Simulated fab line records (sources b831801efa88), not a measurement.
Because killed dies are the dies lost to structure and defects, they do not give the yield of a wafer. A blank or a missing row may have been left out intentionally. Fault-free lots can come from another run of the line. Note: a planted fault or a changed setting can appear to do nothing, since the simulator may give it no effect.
2 desks, one fault || flow gf180mcu || only its own numbers are on each desk; what lay behind them is given at the end

== METROLOGY DESK ==
Lot by lot, what the gauges showed, no matter which tool ran the lot: averages of those sampled wafers that carry a number. The brackets show how far a lot's mean lies from the usual mean; more than 4 standard deviations puts the lot out of limits, marked OUT.
Columns: A = NSD_RS at GF_PSD_RS_MEAS_14, usual 46.11 ohm/sq; B = V1_BOW at GF_V1_BOW_MEAS_05, usual 83 um
{"lot": "L163", "first seen here": "day 14 04:30", "A": 46.20, "B": 85}
{"lot": "L165", "first seen here": "day 14 16:51", "A": 46.08, "B": 76}
{"lot": "L166", "first seen here": "day 15 04:49", "A": 46.23, "B": 77}
{"lot": "L167", "first seen here": "day 15 14:09", "A": 46.15, "B": 73}
{"lot": "L168", "first seen here": "day 15 17:53", "A": 46.09, "B": 82}
{"lot": "L171", "first seen here": "day 16 20:09", "A": 46.00, "B": 87}
{"lot": "L172", "first seen here": "day 17 08:36", "A": 46.21, "B": 92}
{"lot": "L180", "first seen here": "day 20 05:09", "A": "51.46 (+45) OUT", "B": 84}
{"lot": "L181", "first seen here": "day 20 13:06", "A": "51.31 (+43) OUT", "B": 94}
{"lot": "L184", "first seen here": "day 21 15:48", "A": 46.10, "B": 89}
{"lot": "L185", "first seen here": "day 21 20:03", "A": 45.90, "B": 80}
{"lot": "L186", "first seen here": "day 22 04:22", "A": 45.98, "B": 93}
Per this desk, out of limits: L180, L181; the first was L180, day 20 05:09 (NSD_RS at GF_PSD_RS_MEAS_14). Within limits: L163, L165, L166, L167, L168, L171, L172, L184, L185, L186.

== FOR THE TOOL OWNER'S DESK: implanter-02 ==
GF_NSD_IMPLANT_09, tool's own readings: per-lot mean of the sampled wafers with a number, covering each lot this tool ran. The brackets show how far a lot's mean lies from the usual mean; more than 4 standard deviations puts the lot out of limits, marked OUT.
Columns: A = beam on s at GF_NSD_IMPLANT_09, usual 18.6 s; B = dose ions cm2 at GF_NSD_IMPLANT_09, usual 4e+15
{"lot": "L166", "first seen here": "day 14 07:29", "A": 19.7, "B": 4e+15}
{"lot": "L171", "first seen here": "day 15 20:49", "A": 19.5, "B": 4e+15}
{"lot": "L180", "first seen here": "day 19 04:15", "A": "11.0 (-10) OUT", "B": "2e+15 (-99 or more) OUT"}
{"lot": "L181", "first seen here": "day 19 12:46", "A": "11.0 (-10) OUT", "B": "2e+15 (-99 or more) OUT"}
This desk's verdict: out of limits on L180, L181, starting with L180 at day 19 04:15 (beam on s at GF_NSD_IMPLANT_09). Within limits: L166, L171.

== PUT TOGETHER ==
The tool owner's desk had the chance to raise an alarm at day 19 04:15 on L180, L181.
L180, L181 would have let the metrology desk raise an alarm at day 20 05:09.
Every lot named ran GF_NSD_IMPLANT_09 on implanter-02.

== WHAT THE SIMULATOR PUT IN ==
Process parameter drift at GF_NSD_IMPLANT_09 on implanter-02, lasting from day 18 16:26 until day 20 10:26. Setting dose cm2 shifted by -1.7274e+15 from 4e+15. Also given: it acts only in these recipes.
Shown lots that were struck: L180, L181.
Counting hours from when the fault started, the first reading out of limits came at 12 for the tool owner's desk and at 37 for the metrology desk.
